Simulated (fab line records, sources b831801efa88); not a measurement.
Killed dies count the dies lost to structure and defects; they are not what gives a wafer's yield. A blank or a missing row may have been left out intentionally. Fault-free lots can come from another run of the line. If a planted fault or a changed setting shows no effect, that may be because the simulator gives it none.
Matching of chambers + flow gf180mcu + 4 sister chambers for GF_PASSIVATION_ETCH_11 on rie diel-04
The step etches the open film in CF4/O2, stops on TiN, target depth 1800 nm, time 400 s. 14 wafers are shown with their chamber, then 6 later ones without.

## WAFERS WITH THEIR CHAMBER
| wafer  | chamber | drypump motor current A (A) | oes product au (a.u.) | throttle valve pct (%) |
|--------|---------|-----------------------------|-----------------------|------------------------|
| L275.1 | 1       | 5.6                         | 0.967                 | 5.960                  |
| L275.2 | 3       | 6.0                         | 0.954                 | 5.970                  |
| L275.3 | 2       | 5.5                         | 0.957                 | 5.971                  |
| L277.2 | 2       | 5.5                         | 0.949                 | 5.953                  |
| L277.5 | 1       | 5.6                         | 0.962                 | 5.963                  |
| L277.6 | 2       | 5.5                         | 0.953                 | 5.960                  |
| L280.2 | 3       | 6.0                         | 0.960                 | 5.943                  |
| L280.3 | 0       | 5.9                         | 0.961                 | 5.957                  |
| L280.5 | 3       | 6.0                         | 0.970                 | 5.956                  |
| L283.1 | 1       | 5.6                         | 0.963                 | 5.965                  |
| L283.2 | 3       | 6.1                         | 0.960                 | 5.954                  |
| L283.5 | 3       | 6.1                         | 0.972                 | 5.965                  |
| L287.1 | 1       | 5.6                         | 0.953                 | 5.979                  |
| L287.2 | 0       | 5.9                         | 0.957                 | 5.962                  |

SIGNATURES (means of the wafers above)
| reading                 | chamber 0 | chamber 1 | chamber 2 | chamber 3 | scatter within a chamber |
|-------------------------|-----------|-----------|-----------|-----------|--------------------------|
| drypump motor current A | 5.900     | 5.600     | 5.500     | 6.040     | 0.0346                   |
| oes product au          | 0.95900   | 0.96125   | 0.95300   | 0.96320   | 0.00611                  |
| throttle valve pct      | 5.95950   | 5.96675   | 5.96133   | 5.95760   | 0.00909                  |
Rule: for a wafer and a chamber, the distance is found by dividing, reading by reading, the gap between the wafer's reading and the chamber's mean by the reading's scatter, squaring, summing and taking the root. The wafer belongs to the nearest chamber; if the next one is less than 2 further off, it can't be placed. The scatter is the square root of a quotient: the sum, over the shown wafers, of each reading's squared deviation from its chamber's mean, divided by wafers minus chambers.

## WAFERS WHOSE CHAMBER IS MISSING
| wafer  | drypump motor current A (A) | oes product au (a.u.) | throttle valve pct (%) |
|--------|-----------------------------|-----------------------|------------------------|
| L287.5 | 5.5                         | 0.954                 | 5.973                  |
| L288.1 | 6.0                         | 0.969                 | 5.962                  |
| L288.4 | 5.5                         | 0.971                 | 5.979                  |
| L288.6 | 6.1                         | 0.961                 | 5.960                  |
| L293.2 | 6.1                         | 0.987                 | 5.957                  |
| L293.5 | 6.1                         | 0.966                 | 5.959                  |

## WHICH CHAMBER EACH ONE RAN IN
| wafer  | from the rows above     | in truth |
|--------|-------------------------|----------|
| L287.5 | can't be placed: 2 or 1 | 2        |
| L288.1 | can't be placed: 3 or 0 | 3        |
| L288.4 | can't be placed: 2 or 1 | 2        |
| L288.6 | 3                       | 3        |
| L293.2 | 3                       | 3        |
| L293.5 | 3                       | 3        |
3 of 6 placed correctly. Can't be placed from these rows: 3 (the true chamber is among the candidates in 3). Number placed wrongly: 0.
